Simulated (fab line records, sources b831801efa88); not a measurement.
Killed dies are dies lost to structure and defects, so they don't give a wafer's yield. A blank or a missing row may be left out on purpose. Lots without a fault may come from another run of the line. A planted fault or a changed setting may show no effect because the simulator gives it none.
A struck lot beside a sound one | flow sky130 | 36 steps out of a route of 708
Sound: wafers L775.2, L775.3, L775.4. Struck: wafers L793.1, L793.2, L793.4. The cause comes at the end.
At each step with rows: each side's tool, then ch and its chambers, then its first start. Under that, the readings that differ: sound wafers | struck wafers | difference of the means | sigmas: that difference in standard deviations of wafers without a fault.
alike: readings whose means differ by less than 2 such deviations, and words and numbers that are the same on both sides. not compared: withheld readings, readings that some wafer has no value for, bounds like >300 that may hide the same value, and numbers for which the record gives no deviation and whose values overlap.
The two part at a step that has a row with sigmas, a row that says differs or no value, or rows on one side only. Numbers that don't overlap but have no deviation are shown without sigmas and don't part them. A reading that every wafer of one side lacks parts them only if that side has two wafers or more.

first, 10 steps without rows for these wafers: SKY_GATE_OXIDE_COAT_05 (resist thk 1140 nm); SKY_GATE_OXIDE_SOFTBAKE_06 (time 60 s); SKY_GATE_OXIDE_EXPOSE_07 (exposes mask LVOM, target cd 600 nm); SKY_GATE_OXIDE_PEB_08; SKY_GATE_OXIDE_DEVELOP_09 (develop time 60 s); SKY_GATE_OXIDE_IMPLANT_11; SKY_GATE_OXIDE_WET_ETCH_12 (etches SiO2 in dHF, target depth 16.8 nm, time 336 s); SKY_GATE_OXIDE_STRIP_13 (strips in O2/N2); SKY_GATE_OXIDE_CLEAN_15 (cleans in SC1/SC2, time 150 s); SKY_GATE_OXIDE_OXIDATION_16 (stabilise 600 s, purge 300 s, target thk 3.57 nm).
SKY_POLY_GATE_CVD_00: deposits poly-Si, target thk 180 nm, time 720 s.
  sound on lpcvd-01 ch 0, day 14 01:59; struck on lpcvd-01 ch 0, day 20 11:59
  reading                                       | sound                | struck               | difference | sigmas
  spike_tc_bottom_C (C)                         | 638.1 638.2 639.2    | 628.6 629.0 627.6    | -10.1      | -8
  spike_tc_centre_C (C)                         | 621.6 620.1 621.5    | 612.8 611.0 613.0    | -8.8       | -9
  spike_tc_lower_C (C)                          | 620.9 621.5 621.5    | 613.4 612.2 612.1    | -8.7       | -8
  spike_tc_top_C (C)                            | 642.7 641.4 640.8    | 632.0 631.3 632.7    | -9.6       | -7
  spike_tc_upper_C (C)                          | 619.2 619.3 621.3    | 609.9 611.6 611.5    | -8.9       | -9
  susceptor_temp_C (C)                          | 620.55 620.47 620.39 | 610.44 610.32 610.11 | -10.18     | -35
  zone_power_bottom_pct (%)                     | 13.14 13.10 13.35    | 12.78 12.86 12.62    | -0.44      | -3
  model.poly-Si_of_POLY_GATE_CVD_00.thk_nm (nm) | 181.1 178.3 179.2    | 142.6 143 144.7      | -36.1      |
SKY_POLY_GATE_THK_MEAS_01:
  sound on film_metro-02, day 14 03:12; struck on film_metro-02, day 20 13:11
  reading                   | sound             | struck            | difference | sigmas
  POLY_GATE_CVD_00_THK (nm) | 181.1 178.2 179.2 | 142.5 143.0 144.7 | -36.1      | -28
then, 9 steps without rows for these wafers: SKY_RES_PROTECT_DEHYDRATE_00 (time 60 s); SKY_RES_PROTECT_HMDS_01 (prime time 60 s); SKY_RES_PROTECT_COAT_02 (resist thk 1140 nm); SKY_RES_PROTECT_SOFTBAKE_03 (time 60 s); SKY_RES_PROTECT_EXPOSE_04 (exposes mask RPM, target cd 1270 nm); SKY_RES_PROTECT_PEB_05; SKY_RES_PROTECT_DEVELOP_06 (develop time 60 s); SKY_POLY_GATE_IMPLANT_02; SKY_RES_PROTECT_STRIP_07 (strips in O2/N2).
SKY_RES_PROTECT_CLEAN_09: cleans in SC1/SC2, time 150 s.
  sound on wet_bench-02 ch 2, day 15 05:43; struck on wet_bench-04 ch 2, day 21 19:52
  reading                                       | sound             | struck          | difference | sigmas
  model.poly-Si_of_POLY_GATE_CVD_00.thk_nm (nm) | 180.5 177.6 178.6 | 142 142.4 144.1 | -36        |
then, 11 steps without rows for these wafers: SKY_POLY_GATE_CVD_03 (deposits Si3N4 from DCS/NH3, target thk 75 nm, time 1290 s); SKY_POLY_GATE_DEHYDRATE_05 (time 60 s); SKY_POLY_GATE_HMDS_06 (prime time 60 s); SKY_POLY_GATE_COAT_07 (resist thk 110 nm); SKY_POLY_GATE_COAT_08 (resist thk 450 nm); SKY_POLY_GATE_SOFTBAKE_09 (time 90 s); SKY_POLY_GATE_EXPOSE_10 (exposes mask P1M, target cd 150 nm); SKY_POLY_GATE_PEB_11; SKY_POLY_GATE_DEVELOP_12 (develop time 60 s); SKY_POLY_GATE_ETCH_15 (etches BARC in N2/H2, stops on SiO2, time 118.5 s, target depth 110 nm); SKY_POLY_GATE_ETCH_16 (etches Si3N4 in CH3F/O2, stops on poly-Si, time 147.5 s, target depth 75 nm).
SKY_POLY_GATE_ETCH_17: etches poly-Si in HBr/Cl2, stops on SiO2, target depth 180 nm, time 70.5 s.
  sound on rie_si-01 ch 0,1,2, day 16 12:47; struck on rie_si-02 ch 0,1,2, day 23 05:06
  reading                               | sound             | struck            | difference | sigmas
  oes_product_au (a.u.)                 | 0.995 0.982 0.982 | 0.844 0.843 0.844 | -0.143     | -22
  model.POLY_GATE.feature_depth_nm (nm) | 179.5 177.6 178.6 | 142 142.4 144.1   | -36        |
  model.etch.depth_nm (nm)              | 179.5 177.6 178.6 | 142 142.4 144.1   | -36        |
  alike: chamber_pressure_mTorr, drypump_motor_current_A, mfc_cl2_sccm, rf_fwd_power_W, throttle_valve_pct
  not compared: rf_hours_counter_h
then, 1 step without rows for these wafers: SKY_POLY_GATE_STRIP_18 (strips in O2/N2).
-- the record jumps here: 27 days lie between the struck wafers' starts before and after (it left off in module POLY_GATE and takes up again in module PAD_OPEN, whose first step shown is number 708 of the route) --
SKY_PAD_OPEN_PROBE_99:
  sound on prober-01, day 45 21:17; struck on prober-01, day 50 03:21
  reading                             | sound             | struck            | difference | sigmas
  killed_at_M0_to_M3                  | 40 41 55          | 53 62 67          | +15        | +2
  killed_dies                         | 82 84 93          | 90 116 111        | +19        | +2
  killed_short                        | 36 41 34          | 46 52 49          | +12        | +2
  model.etest.res_high_po.line_ohm_um | 738.9 733.8 726   | 899.3 901.3 891.7 | +164.5     |
  model.etest.res_poly.line_ohm_um    | 509.6 518.9 505.9 | 605 620.8 618.7   | +103       |
  model.etest.tip_sonos.rs_ohm_sq     | 2727 2706 2734    | 2555 2491 2570    | -184       |
  model.etest.res_high_po.rs_ohm_sq   | 256.8 255.9 252.3 | 318 315.8 306.3   | +58        |
  model.etest.res_poly.rs_ohm_sq      | 47.62 48.01 47.35 | 59.62 59.99 58.41 | +11.68     |
  model.etest.cap_li_to_poly.c_af_um2 | 96.51 98.45 97.59 | 92.22 89.78 89.24 | -7.10      |
  alike: killed_at_M4_up, killed_at_contacts, killed_at_front_end, killed_at_other, killed_open

WHERE THEY PART
First at SKY_POLY_GATE_CVD_00; last, within this record, at SKY_PAD_OPEN_PROBE_99.

WHY: what the simulator had put in
Process parameter drift: lpcvd-01, from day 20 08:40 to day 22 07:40, at SKY_POLY_GATE_CVD_00. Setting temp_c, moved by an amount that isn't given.
